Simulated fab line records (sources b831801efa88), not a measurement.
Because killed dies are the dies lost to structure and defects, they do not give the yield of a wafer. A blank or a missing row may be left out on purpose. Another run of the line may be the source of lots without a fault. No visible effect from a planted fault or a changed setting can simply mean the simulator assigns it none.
Code-filled problem report in 8D (eight disciplines) form -- flow gf180mcu -- the parts of the form that need people (team, actions taken, sign-off) are left out

## 1. THE ISSUE
V1_W_RS at GF_V1_RS_MEAS_24 reads a mean of 0.385 ohm/sq on 1 wafer of 1 lot; wafers without a fault read 0.325 ohm/sq with a standard deviation of 0.0034. That puts it +18 standard deviations away from the usual mean.
The step: measures by four-point-probe.
Earliest sighting: wafer L569.6 on filmMetro-04 at day 20 15:05. The record has a number at this step for 36 wafers belonging to 12 lots. Rule for "out" (also "out of limits"): further than 4 standard deviations from the usual mean. All remaining wafers that have a number are taken as sound.

## 2. WHAT IT IS; WHAT IT IS NOT
question,is,is not
which readings at this step,V1_W_RS,-
which lots,L569,"L563, L564, L565, L566, L572, L577, L578, L579, L580, L582, L584"
which wafers of those lots,L569.6,"L569.2, L569.4"
read on which gauges,filmMetro-04,"filmMetro-01, filmMetro-02"
when,from day 20 15:05,"up to then (14 sound wafers); but 21 sound wafers of L572, L577, L578, L579, L580, L582, L584 came after"

## 3. WHAT RULES OUT EACH SUSPECT
Counting: any tool at a process step up to the reading remains a suspect provided it ran every lot that is out. Sound lots after the first of them don't rule it out here, since some wafers of a struck lot are sound.
- the gauge at GF_V1_RS_MEAS_24: kept. All the wafers that are out were read on filmMetro-04, and no step on other tools shows them out.
- cvdW-02 at GF_V1_CVD_23 (deposits W, target thk 350 nm, time 105.05 s): kept. L569, the lot that is out, went through it at day 20 14:57; up to then, the latest sound lot through it was L566 at day 19 14:03.
- At GF_V1_CVD_23 on cvdW-02, chamber 0 took the sound wafers of the same lots and chamber 1 took the wafers that are out.
Left after counting: cvdW-02 at GF_V1_CVD_23, filmMetro-04 at GF_V1_RS_MEAS_24.

## 4. THE CAUSE (what the simulator had put in)
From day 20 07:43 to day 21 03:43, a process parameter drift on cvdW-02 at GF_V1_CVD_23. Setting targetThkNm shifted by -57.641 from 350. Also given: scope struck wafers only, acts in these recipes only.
After counting, 2 suspects remain, this tool included.

## 5. THE EFFECT CHAIN, in route order
Each row: a reading where the mean over the struck wafers with a number is more than 3 standard deviations away from the usual. Only readings for which the record gives a usual standard deviation are gone through. hours: the time from each lot's start at the first step in this table that gives one to its start at this step, as a median over the lots. sigmas: the change in usual standard deviations.
hours,step,reading,usual,on struck wafers,change,sigmas
0,GF_V1_RS_MEAS_24,V1_W_RS,0.325 ohm/sq,0.385,+0.060,+18
0,GF_V1_THK_MEAS_25,V1_W_THK,348 nm,297,-51,-12
Later steps that measure or inspect, where all struck wafers having a row at the step show a number for every such reading and not one has moved that far: GF_M2_RS_MEAS_05.

## 6. WHAT WOULD HAVE CAUGHT IT SOONER
7 hours passed between the start of the fault at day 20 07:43 and the first reading out of limits at a measuring or inspecting step in this record, taken at day 20 15:05.
No tool reading at GF_V1_CVD_23 that has a usual standard deviation in the record was out on any struck wafer, so an alarm limit of 4 standard deviations on those readings would not have fired.
All the lots that are out (1) had begun GF_V1_CVD_23 on cvdW-02 by day 20 15:05. Holding the tool at that point would not have protected any of them.
